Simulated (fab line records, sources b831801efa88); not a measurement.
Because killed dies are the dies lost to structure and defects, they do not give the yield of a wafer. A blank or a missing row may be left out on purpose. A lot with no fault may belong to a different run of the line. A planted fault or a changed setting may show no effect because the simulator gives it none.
fab line records    flow sfq_line
record lots=14  wafers=42  last_day=91
route steps=325 shown L0@13
lots that met no fault: from a run of the same line without faults
start_h: hours from the record's first day to the start of the lot's first wafer shown    wait_h: hours since the lot's step before    " the same as in the row above    L1.1+2: several wafers, shown together as one row    - either no value or no given start    * or withheld: withheld    < > ~ a bound
route shown NAME@n: a module of which the file shows steps, and the number in the route of the first    usual: average and standard deviation across the fault-free wafers    same: alike in all rows    chamber/n: place in a boat    sites: readings site by site    _std_site: how widely they spread, as a standard deviation    _edge_site: inner sites' mean taken away from outer sites' mean    radius_mm: how far each site lies from the wafer's centre    mask NAME#n: copy n    behind: the last tool/chamber to shape the wafer    hold: why the lot was held/for how many hours/how that ended    device: whichever transistor did not switch (one of n, p or np)    end of line: tests run on the same wafers once the route is complete    a step without rows: its recipe alone    killed: dies that structure and defects cost at the first sort, which is not the same as the wafer's yield    map: per-die view of a wafer (x killed, . not killed, _ where there is no die)
set.NAME: the setting as run; set.NAME@STEP: as run at that earlier step    model.NAME: the simulator's own value behind a step, which no gauge read
steps of the route over a sample of lots; a table a step, a row a wafer
services: a tool's chamber out of use, with start hour (start_h, from the record's first day; less than 0 if before it), hours out, and reason
## steps
# step SFQ_TRILAYER_L0_ETCH_METAL_ETCH_008
# recipe target=MoNx_KI  stop_on=SiO2  mask_material=PR  chemistry=SF6/O2  target_depth_nm=50  icp_w=600  bias_w=80  pressure_mtorr=10  time_s=25
# usual bias_w=79.95/0.24  chamber_pressure_mTorr=10.001/0.0086  drypump_motor_current_A=6.1/0.45  he_backside_leak_sccm=3.46/0.29  oes_product_au=0.873/0.007
lot.wafer  tool          chamber  start_h  wait_h  bias_w  chamber_pressure_mTorr  drypump_motor_current_A  he_backside_leak_sccm  oes_product_au  rf_hours_counter_h
L874.4     rie_metal-02  1        77.62    0.0     80.41   10.012                  5.6                      3.30                   0.879           -
L874.5     "             1        "        "       80.40   9.996                   5.6                      3.34                   0.880           -
L874.6     "             0        "        "       80.10   10.002                  6.1                      3.45                   0.882           -
L875.1     rie_metal-01  1        86.01    0.0     80.09   9.993                   5.6                      3.37                   0.881           2
L875.4     "             1        "        "       80.24   9.999                   5.6                      3.52                   0.876           -
L875.6     "             1        "        "       79.91   10.003                  5.6                      3.41                   0.872           -
L876.4     rie_metal-02  1        89.62    0.0     80.40   10.007                  5.6                      3.41                   0.874           -
L876.5     "             0        "        "       79.95   10.004                  6.0                      3.27                   0.862           -
L876.6     "             1        "        "       80.10   9.998                   5.5                      3.41                   0.868           -
L878.3     rie_metal-01  1        105.22   0.0     -       -                       -                        -                      -               -
L878.5     "             0        "        "       -       -                       -                        -                      -               -
L878.6     "             1        "        "       -       -                       -                        -                      -               -
L879.1     rie_metal-02  0        110.01   0.0     -       -                       -                        -                      -               -
L879.2     "             1        "        "       -       -                       -                        -                      -               -
L879.3     "             1        "        "       -       -                       -                        -                      -               -
L880.1     rie_metal-02  0        116.01   0.0     80.03   10.005                  6.0                      3.35                   0.866           10
L880.3     "             1        "        "       80.10   10.002                  5.6                      5.36                   0.869           -
L880.6     "             0        "        "       79.77   10.005                  6.0                      3.40                   0.878           -
L888.1     rie_metal-04  1        130.41   0.0     79.71   10.005                  6.6                      3.47                   0.868           117
L888.5     "             1        "        "       80.02   10.013                  6.6                      3.34                   0.868           -
L888.6     "             0        "        "       79.63   9.995                   6.5                      3.45                   0.862           -
L889.1     rie_metal-04  1        151.68   0.1     79.98   9.999                   6.6                      3.03                   0.871           121
L889.4     "             1        "        "       79.98   10.008                  6.5                      3.15                   0.878           -
L889.5     "             1        "        "       79.93   10.004                  6.6                      3.31                   0.872           -
L890.3     rie_metal-01  0        155.19   0.0     80.03   9.992                   5.4                      3.50                   0.873           -
L890.4     "             1        "        "       79.83   9.979                   5.6                      3.46                   0.884           -
L890.5     "             0        "        "       79.89   10.000                  5.4                      3.55                   0.878           -
L892.4     rie_metal-04  1        170.27   0.0     79.54   10.013                  6.7                      3.36                   0.872           -
L892.5     "             1        "        "       79.82   9.994                   6.5                      3.41                   0.863           -
L892.6     "             0        "        "       79.87   9.993                   6.4                      3.61                   0.866           -
L894.1     rie_metal-04  0        179.91   0.1     79.69   10.004                  6.5                      3.43                   0.877           114
L894.4     "             0        "        "       79.92   9.994                   6.4                      3.40                   0.881           -
L894.6     "             0        "        "       80.08   9.994                   6.4                      3.50                   0.880           -
L895.1     rie_metal-04  0        188.31   0.1     80.08   10.010                  6.4                      3.82                   0.862           116
L895.5     "             0        "        "       80.08   9.987                   6.4                      3.71                   0.865           -
L895.6     "             0        "        "       79.72   9.982                   6.4                      3.70                   0.857           -
L896.2     rie_metal-01  0        196.65   0.0     80.59   9.984                   5.4                      3.48                   0.873           110
L896.4     "             1        "        "       79.89   9.999                   5.6                      3.61                   0.873           -
L896.5     "             0        "        "       80.22   10.005                  5.4                      3.37                   0.872           -
L897.2     rie_metal-04  0        208.85   0.0     79.89   10.003                  6.5                      3.60                   0.885           120
L897.4     "             1        "        "       79.88   10.002                  6.6                      3.29                   0.869           -
L897.5     "             0        "        "       79.80   9.993                   6.5                      3.44                   0.878           -
## services
tool          chamber  start_h  hours  kind
rie_metal-01  -        54.87    4.3    pm
rie_metal-04  -        121.53   1.4    pm
rie_metal-02  -        127.45   1.4    pm
rie_metal-04  0        148.24   13.7   repair
rie_metal-04  1        179.79   14.2   repair
## key
first_sign step=SFQ_TRILAYER_L0_ETCH_METAL_ETCH_008  reading=tool_record  direction=missing
effect none on later readings
met_at SFQ_TRILAYER_L0_ETCH_METAL_ETCH_008
struck_lots L878,L879
onset_between 89.62 105.22
fault kind=skipped_step_whole  tool=rie_metal-01,rie_metal-02  chamber=-  onset_h=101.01  steps=SFQ_TRILAYER_L0_ETCH_METAL_ETCH_008  scope=struck_lots_only
